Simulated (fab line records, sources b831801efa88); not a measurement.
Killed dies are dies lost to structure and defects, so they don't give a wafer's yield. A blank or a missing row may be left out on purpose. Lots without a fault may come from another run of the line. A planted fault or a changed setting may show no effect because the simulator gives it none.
A struck lot beside a sound one | flow sky130 | 15 steps out of a route of 708
Sound: wafers L278.2, L278.4, L278.6. Struck: wafer L291.1. (L291.4, L291.5 of the same lot were not struck and are left out.) The cause comes at the end.
At each step with rows: each side's tool, then ch and its chambers, then its first start. Under that, the readings that differ: sound wafers | struck wafers | difference of the means | sigmas: that difference in standard deviations of wafers without a fault.
alike: readings whose means differ by less than 2 such deviations, and words and numbers that are the same on both sides. not compared: withheld readings, readings that some wafer has no value for, bounds like >300 that may hide the same value, and numbers for which the record gives no deviation and whose values overlap.
The two part at a step that has a row with sigmas, a row that says differs or no value, or rows on one side only. Numbers that don't overlap but have no deviation are shown without sigmas and don't part them. A reading that every wafer of one side lacks parts them only if that side has two wafers or more.

SKY_CONTACT_ETCH_17: etches SiO2 in C4F8/O2/Ar, stops on Si3N4, target depth 340 nm.
  sound on rie_diel-04 ch 1,2, day 32 17:26; struck on rie_diel-01 ch 1, day 36 19:41
  alike: oes_product_au
then, 5 steps without rows for these wafers: SKY_CONTACT_ETCH_18 (etches Si3N4 in CHF3/O2, stops on TiN, time 39 s, target depth 75 nm); SKY_CONTACT_STRIP_19 (strips in O2/N2); SKY_CONTACT_STRIP_20 (strips in post etch residue remover, time 1200 s); SKY_CONTACT_CLEAN_21 (cleans in IPA, time 180 s); SKY_CONTACT_CLEAN_22 (cleans in O3/DIW).
SKY_CONTACT_SPUTTER_23: material TiN, target thk 20 nm, time 80 s.
  sound on pvd_sputter-02, day 32 18:07; struck on pvd_sputter-02, day 36 20:22
  alike: cathode_dc_power_W, chamber_pressure_pa, throttle_valve_pct
SKY_CONTACT_CVD_24: deposits W, target thk 340 nm, time 102.12 s.
  sound on cvd_w-01 ch 0,1, day 32 18:11; struck on cvd_w-01 ch 0, day 36 20:26
  alike: heater_power_outer_w, heater_power_w
SKY_CONTACT_RS_MEAS_25: measures by four-point-probe.
  sound on film_metro-01, day 32 18:19; struck on film_metro-01, day 36 20:32
  alike: CONTACT_W_RS
SKY_CONTACT_THK_MEAS_26: measures by xrf.
  sound on film_metro-01, day 32 18:25; struck on film_metro-01, day 36 20:40
  alike: CONTACT_W_THK
SKY_CONTACT_CMP_27: polishes, stops on SiO2, t overpolish 15 s, target thk 0 nm.
  sound on cmp-02 ch 1,2, day 32 18:31; struck on cmp-02 ch 1, day 36 20:46
  alike: motor_current_A, overpolish_run_s, retaining_ring_pressure_frac, time_to_endpoint_s
SKY_METAL1_SPUTTER_00: material Ti, target thk 15 nm, time 10 s.
  sound on pvd_sputter-01, day 32 18:46; struck on pvd_sputter-01, day 36 21:01
  reading                  | sound                | struck | difference | sigmas
  chamber_pressure_pa (Pa) | 0.3993 0.3999 0.3990 | 0.4010 | +0.0016    | +2
  throttle_valve_pct (%)   | 30.4 29.1 28.9       | 31.4   | +1.9       | +2
  alike: cathode_dc_power_W
SKY_METAL1_SPUTTER_01: material TiN, target thk 20 nm, time 16.7 s.
  sound on pvd_sputter-01, day 32 18:47; struck on pvd_sputter-01, day 36 21:02
  reading                                    | sound                | struck | difference | sigmas
  cathode_dc_power_W (W)                     | 6499.4 6499.7 6500.6 | 6767.5 | +267.6     | +99 or more
  throttle_valve_pct (%)                     | 30.2 29.0 28.9       | 31.4   | +2.0       | +2
  model.TiN_of_METAL1_SPUTTER_01.thk_nm (nm) | 20.38 20.58 20.57    | 20.77  | +0.26      |
  alike: chamber_pressure_pa
then, 1 step without rows for these wafers: SKY_METAL1_SPUTTER_02 (material AlCu, target thk 250 nm, time 13.3 s).
-- the record jumps here: 13 days lie between the struck wafers' starts before and after (it left off in module METAL1 and takes up again in module PAD_OPEN, whose first step shown is number 708 of the route) --
SKY_PAD_OPEN_PROBE_99:
  the record has rows for the struck wafers here (prober-02, day 49 16:56) and none for the sound ones

WHERE THEY PART
First at SKY_METAL1_SPUTTER_00; last, within this record, at SKY_PAD_OPEN_PROBE_99.

WHY: what the simulator had put in
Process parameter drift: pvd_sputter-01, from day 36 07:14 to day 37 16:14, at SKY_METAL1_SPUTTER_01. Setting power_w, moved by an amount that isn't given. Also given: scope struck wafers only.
